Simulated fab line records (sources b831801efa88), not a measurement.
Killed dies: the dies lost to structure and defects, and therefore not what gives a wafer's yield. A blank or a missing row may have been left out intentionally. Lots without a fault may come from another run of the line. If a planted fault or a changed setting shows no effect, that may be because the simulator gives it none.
Shared-tool check || flow sky130 || 36 wafers sampled across 12 lots

THE REASON FOR OPENING IT
2 of 12 lots carry a flag on the reading LDD_HVP_TW at SKY_LDD_HVP_TW_MEAS_10. No-fault wafers: 456.9, standard deviation 2.8.
Rule: flag the lot when none of its wafers has a number, or when each of its wafers that has one lies beyond 4 standard deviations from that mean. As for the other lots, they are considered sound.

{"lot": "L738", "measured": "day 21 12:13", "on": "film metro-02", "LDD_HVP_TW, wafer by wafer": "457.8 461.3 458.7", "flag": ""}
{"lot": "L740", "measured": "day 22 06:50", "on": "film metro-02", "LDD_HVP_TW, wafer by wafer": "457.2 455.8 458.0", "flag": ""}
{"lot": "L741", "measured": "day 22 16:14", "on": "film metro-04", "LDD_HVP_TW, wafer by wafer": "456.2 455.6 458.4", "flag": ""}
{"lot": "L743", "measured": "day 23 08:37", "on": "film metro-02", "LDD_HVP_TW, wafer by wafer": "458.9 458.2 458.3", "flag": ""}
{"lot": "L745", "measured": "day 24 04:01", "on": "film metro-02", "LDD_HVP_TW, wafer by wafer": "457.2 458.0 457.5", "flag": ""}
{"lot": "L746", "measured": "day 24 22:23", "on": "film metro-01", "LDD_HVP_TW, wafer by wafer": "454.2 454.8 453.0", "flag": ""}
{"lot": "L749", "measured": "day 25 10:58", "on": "film metro-04", "LDD_HVP_TW, wafer by wafer": "455.5 454.1 455.9", "flag": ""}
{"lot": "L748", "measured": "day 25 11:00", "on": "film metro-02", "LDD_HVP_TW, wafer by wafer": "484.7 482.4 486.2", "flag": "FLAGGED"}
{"lot": "L750", "measured": "day 25 23:03", "on": "film metro-01", "LDD_HVP_TW, wafer by wafer": "480.6 482.1 482.3", "flag": "FLAGGED"}
{"lot": "L758", "measured": "day 28 21:20", "on": "film metro-02", "LDD_HVP_TW, wafer by wafer": "461.2 463.2 464.6", "flag": ""}
{"lot": "L759", "measured": "day 28 21:55", "on": "film metro-04", "LDD_HVP_TW, wafer by wafer": "454.0 455.5 456.2", "flag": ""}
{"lot": "L761", "measured": "day 29 10:10", "on": "film metro-02", "LDD_HVP_TW, wafer by wafer": "458.9 458.1 460.7", "flag": ""}
The numbers of the flagged lots are 483.1 on average: +26.2 against the usual, or +9 standard deviations.

LOT BY LOT: THE TOOL USED
The record holds 2 process steps before the reading, out of a route of 708 steps. Cell contents, in order: the tool; ch with the chambers the sampled wafers went through; the start.
{"lot": "L738", "flag": "", "SKY_POLY_GATE_STRIP_18": "plasma asher-01 ch 0,1, day 16 09:28", "SKY_LDD_HVP_IMPLANT_08": "implanter-03 ch 0, day 21 11:58"}
{"lot": "L740", "flag": "", "SKY_POLY_GATE_STRIP_18": "plasma asher-04 ch 0,1, day 17 01:22", "SKY_LDD_HVP_IMPLANT_08": "implanter-04 ch 0, day 22 06:35"}
{"lot": "L741", "flag": "", "SKY_POLY_GATE_STRIP_18": "plasma asher-04 ch 0,1, day 17 10:45", "SKY_LDD_HVP_IMPLANT_08": "implanter-02 ch 0, day 22 15:59"}
{"lot": "L743", "flag": "", "SKY_POLY_GATE_STRIP_18": "plasma asher-02 ch 0,1, day 18 02:19", "SKY_LDD_HVP_IMPLANT_08": "implanter-04 ch 0, day 23 08:23"}
{"lot": "L745", "flag": "", "SKY_POLY_GATE_STRIP_18": "plasma asher-04 ch 0,1, day 18 23:50", "SKY_LDD_HVP_IMPLANT_08": "implanter-04 ch 0, day 24 03:49"}
{"lot": "L746", "flag": "", "SKY_POLY_GATE_STRIP_18": "plasma asher-01 ch 1, day 19 15:38", "SKY_LDD_HVP_IMPLANT_08": "implanter-02 ch 0, day 24 22:08"}
{"lot": "L749", "flag": "", "SKY_POLY_GATE_STRIP_18": "plasma asher-01 ch 0,1, day 20 07:10", "SKY_LDD_HVP_IMPLANT_08": "implanter-03 ch 0, day 25 10:43"}
{"lot": "L748", "flag": "FLAGGED", "SKY_POLY_GATE_STRIP_18": "plasma asher-04 ch 0,1, day 20 07:17", "SKY_LDD_HVP_IMPLANT_08": "implanter-04 ch 0, day 25 10:46"}
{"lot": "L750", "flag": "FLAGGED", "SKY_POLY_GATE_STRIP_18": "plasma asher-04 ch 0,1, day 20 19:13", "SKY_LDD_HVP_IMPLANT_08": "implanter-04 ch 0, day 25 22:49"}
{"lot": "L758", "flag": "", "SKY_POLY_GATE_STRIP_18": "plasma asher-04 ch 0,1, day 23 21:30", "SKY_LDD_HVP_IMPLANT_08": "implanter-04 ch 0, day 28 21:07"}
{"lot": "L759", "flag": "", "SKY_POLY_GATE_STRIP_18": "plasma asher-01 ch 0,1, day 23 22:56", "SKY_LDD_HVP_IMPLANT_08": "implanter-04 ch 0, day 28 21:42"}
{"lot": "L761", "flag": "", "SKY_POLY_GATE_STRIP_18": "plasma asher-04 ch 0,1, day 24 12:44", "SKY_LDD_HVP_IMPLANT_08": "implanter-04 ch 0, day 29 09:55"}
These steps, and what they do:
- SKY_POLY_GATE_STRIP_18: strips in O2/N2.
- SKY_LDD_HVP_IMPLANT_08
- SKY_LDD_HVP_TW_MEAS_10

FLAGGED OVER TOTAL, TOOL BY TOOL (the gauges that took the reading come last)
{"step": "SKY_POLY_GATE_STRIP_18", "tool": "plasma asher-01", "lots run": 4, "flagged": 0, "share of the flagged lots": "none", "sound lots run after its first flagged lot": "-"}
{"step": "SKY_POLY_GATE_STRIP_18", "tool": "plasma asher-02", "lots run": 1, "flagged": 0, "share of the flagged lots": "none", "sound lots run after its first flagged lot": "-"}
{"step": "SKY_POLY_GATE_STRIP_18", "tool": "plasma asher-04", "lots run": 7, "flagged": 2, "share of the flagged lots": "all", "sound lots run after its first flagged lot": "2 (L758,L761)"}
{"step": "SKY_LDD_HVP_IMPLANT_08", "tool": "implanter-02", "lots run": 2, "flagged": 0, "share of the flagged lots": "none", "sound lots run after its first flagged lot": "-"}
{"step": "SKY_LDD_HVP_IMPLANT_08", "tool": "implanter-03", "lots run": 2, "flagged": 0, "share of the flagged lots": "none", "sound lots run after its first flagged lot": "-"}
{"step": "SKY_LDD_HVP_IMPLANT_08", "tool": "implanter-04", "lots run": 8, "flagged": 2, "share of the flagged lots": "all", "sound lots run after its first flagged lot": "3 (L758,L759,L761)"}
{"step": "SKY_LDD_HVP_TW_MEAS_10", "tool": "film metro-01", "lots run": 2, "flagged": 1, "share of the flagged lots": "some", "sound lots run after its first flagged lot": 0}
{"step": "SKY_LDD_HVP_TW_MEAS_10", "tool": "film metro-02", "lots run": 7, "flagged": 1, "share of the flagged lots": "some", "sound lots run after its first flagged lot": "2 (L758,L761)"}
{"step": "SKY_LDD_HVP_TW_MEAS_10", "tool": "film metro-04", "lots run": 3, "flagged": 0, "share of the flagged lots": "none", "sound lots run after its first flagged lot": "-"}

WHAT THE TABLE PERMITS
Table rows that saw every flagged lot: 2, namely plasma asher-04 at SKY_POLY_GATE_STRIP_18 and implanter-04 at SKY_LDD_HVP_IMPLANT_08.
- plasma asher-04 at SKY_POLY_GATE_STRIP_18: 2 of its 7 lots flagged. After the first flagged lot (L758, L761), sound lots still ran on it; a lasting fault on the whole tool would not permit that.
- implanter-04 at SKY_LDD_HVP_IMPLANT_08: 2 of its 8 lots flagged. After the first flagged lot (L758, L759, L761), sound lots still ran on it; a lasting fault on the whole tool would not permit that. Its own readings (dose ions cm2, faraday current uA) fall more than 4 standard deviations out on all wafers of the flagged lots.
There is no row in the table that ran each flagged lot and no sound lot after the first.

WHAT WAS PUT IN BY THE SIMULATOR
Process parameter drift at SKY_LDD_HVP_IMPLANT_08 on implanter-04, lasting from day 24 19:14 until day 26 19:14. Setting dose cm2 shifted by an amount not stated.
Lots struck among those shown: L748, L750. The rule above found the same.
